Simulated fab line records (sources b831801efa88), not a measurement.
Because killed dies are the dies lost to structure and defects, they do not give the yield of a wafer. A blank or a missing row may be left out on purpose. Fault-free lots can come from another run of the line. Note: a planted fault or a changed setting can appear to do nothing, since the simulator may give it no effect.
A lot that was struck, set against a sound lot ; flow sky130 ; 14 out of 708 route steps
Sound: these wafers, L280.4, L280.5, L280.6. Wafers L288.2, L288.3, L288.4 were the ones struck. The cause is named last.
At each step with rows: each side's tool, then ch and its chambers, then its first start. Under that, the readings that differ: sound wafers ; struck wafers ; difference of the means ; sigmas: that difference in standard deviations of wafers without a fault.
alike: same words and numbers on both sides, and readings whose means sit less than 2 such deviations apart. not compared: any withheld reading, any reading some wafer has no value for, any bound like >300 that may hide the same value, and any number with overlapping values for which the record gives no deviation.
Wherever a step has rows on one side only, a row that says differs or no value, or a row with sigmas, the two part there. Numbers that don't overlap but have no deviation are shown without sigmas and don't part them. A reading that every wafer of one side lacks parts them only if that side has two wafers or more.

first, 5 steps without rows for these wafers: SKY_RES_XHIGH_SOFTBAKE_03 (time 60 s); SKY_RES_XHIGH_EXPOSE_04 (exposes mask URPM, target cd 1270 nm); SKY_RES_XHIGH_PEB_05; SKY_RES_XHIGH_DEVELOP_06 (develop time 60 s); SKY_RES_XHIGH_IMPLANT_07.
SKY_RES_XHIGH_STRIP_08: strips in O2/N2.
  sound on plasma_asher-04 ch 0,1, day 29 04:39; struck on plasma_asher-02 ch 0,1, day 31 08:35
reading;sound;struck;difference;sigmas
strip_time_to_endpoint_s (s);14.22 14.26 14.25;14.35 14.34 14.36;+0.11;+2
  alike: drypump_motor_current_A, oes_product_au
  not compared: rf_hours_counter_h
SKY_RES_XHIGH_TW_MEAS_09:
  struck on film_metro-03, day 31 08:41; sound on film_metro-03, day 29 04:45
  alike: RES_XHIGH_TW
then, 5 steps without rows for these wafers: SKY_SD_N_DEHYDRATE_00 (time 60 s); SKY_SD_N_HMDS_01 (prime time 60 s); SKY_SD_N_COAT_02 (resist thk 1140 nm); SKY_SD_N_SOFTBAKE_03 (time 60 s); SKY_SD_N_EXPOSE_04 (exposes mask NSDM, target cd 380 nm).
SKY_SD_N_PEB_05:
  sound on litho_track-04 ch 0, day 30 07:25; struck on litho_track-03, day 32 11:21
reading;sound;struck;difference;sigmas
exhaust_pa (Pa);44.6 45.8 44.5;- - -;no value on the struck wafers;
  not compared: chill_plate_temp_C
then, 1 step without rows for these wafers: SKY_SD_N_DEVELOP_06 (develop time 60 s).

## WHERE THEY PART
At SKY_RES_XHIGH_STRIP_08 first; at SKY_SD_N_PEB_05 last (within this record only).

WHY: what had been put in by the simulator
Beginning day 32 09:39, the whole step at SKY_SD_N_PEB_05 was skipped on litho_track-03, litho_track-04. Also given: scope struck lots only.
